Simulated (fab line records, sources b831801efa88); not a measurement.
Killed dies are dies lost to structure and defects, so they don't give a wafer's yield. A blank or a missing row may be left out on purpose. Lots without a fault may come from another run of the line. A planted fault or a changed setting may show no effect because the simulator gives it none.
Chamber matching | flow sky130 | SKY_VIA3_ETCH_15 on rie_diel-04: 4 sister chambers
The step etches SiO2 in C4F8/O2/Ar, stops on TiN, target depth 507 nm, time 78 s. 4 wafers are shown with their chamber, then 7 later ones without.

WAFERS WITH THEIR CHAMBER
wafer  | chamber | oes_product_au (a.u.)
L359.1 | 2       | 0.951
L364.2 | 1       | 0.942
L365.1 | 3       | 0.949
L365.2 | 0       | 0.947

WAFERS WITHOUT THEIR CHAMBER
wafer  | oes_product_au (a.u.)
L365.5 | 0.938
L367.3 | 0.942
L367.4 | 0.950
L367.6 | 0.941
L378.2 | 0.944
L378.5 | 0.948
L378.6 | 0.948

WHICH CHAMBER EACH WENT THROUGH
wafer  | from the rows above          | in truth
L365.5 | 1                            | 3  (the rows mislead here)
L367.3 | 1                            | 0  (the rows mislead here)
L367.4 | can't be placed: 2 or 3 or 0 | 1
L367.6 | 1                            | 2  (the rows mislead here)
L378.2 | can't be placed: 1 or 0 or 3 | 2
L378.5 | can't be placed: 0 or 3 or 2 | 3
L378.6 | can't be placed: 0 or 3 or 2 | 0
Placed correctly: 0 of 7. Can't be placed from these rows: 4 (the true chamber is among the candidates in 2). Placed wrongly: 3.
How it was worked out, from the rows above alone: a wafer's distance from a chamber is the root of the sum, over the readings, of the square of ((its reading less the chamber's mean) divided by the reading's scatter). The wafer belongs to the nearest chamber; if the next one is less than 2 further off, it can't be placed. A chamber's mean is the mean of its shown wafers. The scatter: with one shown wafer a chamber, the root of the mean of the squares of how far each hidden wafer lies from its nearest shown one.
